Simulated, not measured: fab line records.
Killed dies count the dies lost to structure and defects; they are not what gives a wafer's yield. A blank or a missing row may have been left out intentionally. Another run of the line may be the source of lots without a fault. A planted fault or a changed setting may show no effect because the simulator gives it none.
Which tool did it? / flow gf180mcu / 13 lots with 39 wafers sampled at 3 steps, on a route of 602 steps

WHAT THE GAUGES READ, wafer by wafer
GF_TOP_METAL_OVL_MEAS_15. Usual: TOP_METAL_OVL typically reads 2.1 nm, with standard deviation 1.9.
lot=L912; measured=day 28 00:18; on=overlay-01; TOP_METAL_OVL (nm)=2.6 2.1 1.2; flag=
lot=L913; measured=day 28 07:42; on=overlay-01; TOP_METAL_OVL (nm)=0.1 0.0 -0.6; flag=
lot=L914; measured=day 28 20:03; on=overlay-02; TOP_METAL_OVL (nm)=5.1 3.7 3.0; flag=
lot=L915; measured=day 28 22:14; on=overlay-01; TOP_METAL_OVL (nm)=2.0 2.5 3.1; flag=
lot=L917; measured=day 29 17:22; on=overlay-01; TOP_METAL_OVL (nm)=0.4 -0.6 -0.5; flag=
lot=L918; measured=day 29 20:34; on=overlay-01; TOP_METAL_OVL (nm)=2.7 2.5 2.5; flag=
lot=L919; measured=day 30 04:43; on=overlay-02; TOP_METAL_OVL (nm)=5.7 4.4 3.6; flag=
lot=L920; measured=day 30 16:34; on=overlay-01; TOP_METAL_OVL (nm)=2.9 5.0 3.4; flag=
lot=L922; measured=day 31 02:34; on=overlay-02; TOP_METAL_OVL (nm)=1.4 -0.2 2.0; flag=
lot=L923; measured=day 31 10:03; on=overlay-02; TOP_METAL_OVL (nm)=1.0 2.5 0.1; flag=
lot=L927; measured=day 32 04:40; on=overlay-02; TOP_METAL_OVL (nm)=2.1 3.3 2.5; flag=
lot=L930; measured=day 33 07:50; on=overlay-01; TOP_METAL_OVL (nm)=4.5 4.6 3.8; flag=
lot=L932; measured=day 33 14:02; on=overlay-01; TOP_METAL_OVL (nm)=3.2 2.5 2.1; flag=

TOOL THAT RAN EACH LOT (tool first, then ch and the chambers of the sampled wafers, then the start)
lot=L912; GF_V3_CVD_00=hdpcvd-02 ch 0,2, day 21 07:43; GF_V5_SPUTTER_22=pvd sputter-04, day 27 03:44
lot=L913; GF_V3_CVD_00=hdpcvd-02 ch 1,2, day 21 15:49; GF_V5_SPUTTER_22=pvd sputter-04, day 27 10:52
lot=L914; GF_V3_CVD_00=hdpcvd-01 ch 1,2, day 22 04:14; GF_V5_SPUTTER_22=pvd sputter-04, day 27 23:09
lot=L915; GF_V3_CVD_00=hdpcvd-01 ch 0,1, day 22 09:29; GF_V5_SPUTTER_22=pvd sputter-03, day 28 02:05
lot=L917; GF_V3_CVD_00=hdpcvd-02 ch 0,2, day 23 08:05; GF_V5_SPUTTER_22=pvd sputter-03, day 28 21:55
lot=L918; GF_V3_CVD_00=hdpcvd-01 ch 0,1,2, day 23 12:56; GF_V5_SPUTTER_22=pvd sputter-04, day 29 00:43
lot=L919; GF_V3_CVD_00=hdpcvd-01 ch 1,2, day 23 21:47; GF_V5_SPUTTER_22=pvd sputter-03, day 29 08:36
lot=L920; GF_V3_CVD_00=hdpcvd-01 ch 0,1, day 24 10:59; GF_V5_SPUTTER_22=pvd sputter-03, day 29 21:07
lot=L922; GF_V3_CVD_00=hdpcvd-02 ch 0,1, day 25 00:19; GF_V5_SPUTTER_22=pvd sputter-03, day 30 07:41
lot=L923; GF_V3_CVD_00=hdpcvd-02 ch 0,2, day 25 10:11; GF_V5_SPUTTER_22=pvd sputter-03, day 30 16:06
lot=L927; GF_V3_CVD_00=hdpcvd-01 ch 0,1,2, day 26 09:57; GF_V5_SPUTTER_22=pvd sputter-03, day 31 12:00
lot=L930; GF_V3_CVD_00=hdpcvd-01 ch 0,1, day 27 16:26; GF_V5_SPUTTER_22=pvd sputter-04, day 32 15:07
lot=L932; GF_V3_CVD_00=hdpcvd-01 ch 0,2, day 28 02:35; GF_V5_SPUTTER_22=pvd sputter-04, day 32 21:35
- GF_V3_CVD_00: deposits SiO2, target thk 600 nm, time 100 s.
- GF_V5_SPUTTER_22: material TiN, target thk 10 nm, time 40 s.

WHAT THE TOOLS THEMSELVES READ (means of the sampled wafers that have a number; where no wafer has one, the mark that the record gives instead)
GF_V5_SPUTTER_22. Usual: throttle valve pct at 30.1 %, with a standard deviation of 0.51.
lot=L912; tool=pvd sputter-04; throttle valve pct (%)=30.1; flag=
lot=L913; tool=pvd sputter-04; throttle valve pct (%)=29.8; flag=
lot=L914; tool=pvd sputter-04; throttle valve pct (%)=30.5; flag=
lot=L915; tool=pvd sputter-03; throttle valve pct (%)=30.0; flag=
lot=L917; tool=pvd sputter-03; throttle valve pct (%)=29.8; flag=
lot=L918; tool=pvd sputter-04; throttle valve pct (%)=30.2; flag=
lot=L919; tool=pvd sputter-03; throttle valve pct (%)=30.3; flag=
lot=L920; tool=pvd sputter-03; throttle valve pct (%)=30.2; flag=
lot=L922; tool=pvd sputter-03; throttle valve pct (%)=30.4; flag=
lot=L923; tool=pvd sputter-03; throttle valve pct (%)=30.0; flag=
lot=L927; tool=pvd sputter-03; throttle valve pct (%)=30.1; flag=
lot=L930; tool=pvd sputter-04; throttle valve pct (%)=29.9; flag=
lot=L932; tool=pvd sputter-04; throttle valve pct (%)=30.4; flag=

THE ANSWER, worked out from the rows above alone
Rule: lot off if the mean of its wafers having a number is beyond 3 standard deviations from the usual mean. Also off: a lot with no number at a reading for which 4 or more lots have one. Any other lot the step has rows for is counted as sound. The gauges are gone through in route order, then the tools' own readings, and for those a lot's mean is taken as printed above. The first step at which some lot is off is used, and at that step the reading that is off furthest; a lot without a number counts as furthest.
None of the lots is off at any reading shown; this tells nothing.

WHAT THE SIMULATOR HAD PUT IN
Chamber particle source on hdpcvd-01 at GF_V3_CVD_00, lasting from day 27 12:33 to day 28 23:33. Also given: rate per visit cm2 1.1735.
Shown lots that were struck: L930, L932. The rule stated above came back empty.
